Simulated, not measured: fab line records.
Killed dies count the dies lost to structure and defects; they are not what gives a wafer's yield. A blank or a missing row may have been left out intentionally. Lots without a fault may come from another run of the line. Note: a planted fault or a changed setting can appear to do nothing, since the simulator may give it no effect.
One fault through the eyes of 2 desks | flow sky130 | what lay behind the numbers comes last; until then each desk has only its own

DESK OF THE TOOL OWNER: pvd sputter-03
At SKY_METAL2_SPUTTER_04 (material TiN, target thk 70 nm, time 58.3 s) the tool's own readings: per lot run on this tool, the mean of the sampled wafers that have a number. If a lot's mean is further than 4 standard deviations from the usual mean, the lot is out of limits and carries the mark OUT (the distance appears in the brackets).
Columns: A = throttle valve pct at SKY_METAL2_SPUTTER_04, usual 30.3 %
lot  | first seen here | A
L582 | day 34 11:43    | 30.6
L584 | day 35 06:30    | 31.4
L585 | day 35 13:36    | 30.7
L590 | day 37 11:27    | 31.0
L600 | day 40 01:08    | 31.1
Result from this desk: across the 5 lots, nothing is out of limits.

FROM THE METROLOGY DESK
Lot by lot, what the gauges showed, no matter which tool ran the lot: averages of those sampled wafers that carry a number. If a lot's mean is further than 4 standard deviations from the usual mean, the lot is out of limits and carries the mark OUT (the distance appears in the brackets).
Columns: A = CAP2M_TIN_THK at SKY_CAP2M_THK_MEAS_04, usual 205.8 nm
lot  | first seen here | A
L582 | day 40 03:31    | 204.3
L584 | day 40 21:37    | 204.9
L585 | day 41 03:11    | 204.3
L586 | day 41 15:59    | 206.0
L588 | day 42 11:56    | 207.1
L589 | day 42 12:26    | 203.6
L590 | day 42 20:40    | 207.1
L591 | day 43 00:16    | 209.5
L593 | day 43 18:56    | 209.5
L595 | day 44 04:36    | 205.0
L596 | day 44 06:13    | 206.7
L600 | day 45 03:02    | 199.8
Result from this desk: across the 12 lots, nothing is out of limits.

ALL TOGETHER
The tool owner's desk saw nothing out of limits.
From the metrology desk's view, nothing was out of limits.

WHAT WAS PUT IN BY THE SIMULATOR
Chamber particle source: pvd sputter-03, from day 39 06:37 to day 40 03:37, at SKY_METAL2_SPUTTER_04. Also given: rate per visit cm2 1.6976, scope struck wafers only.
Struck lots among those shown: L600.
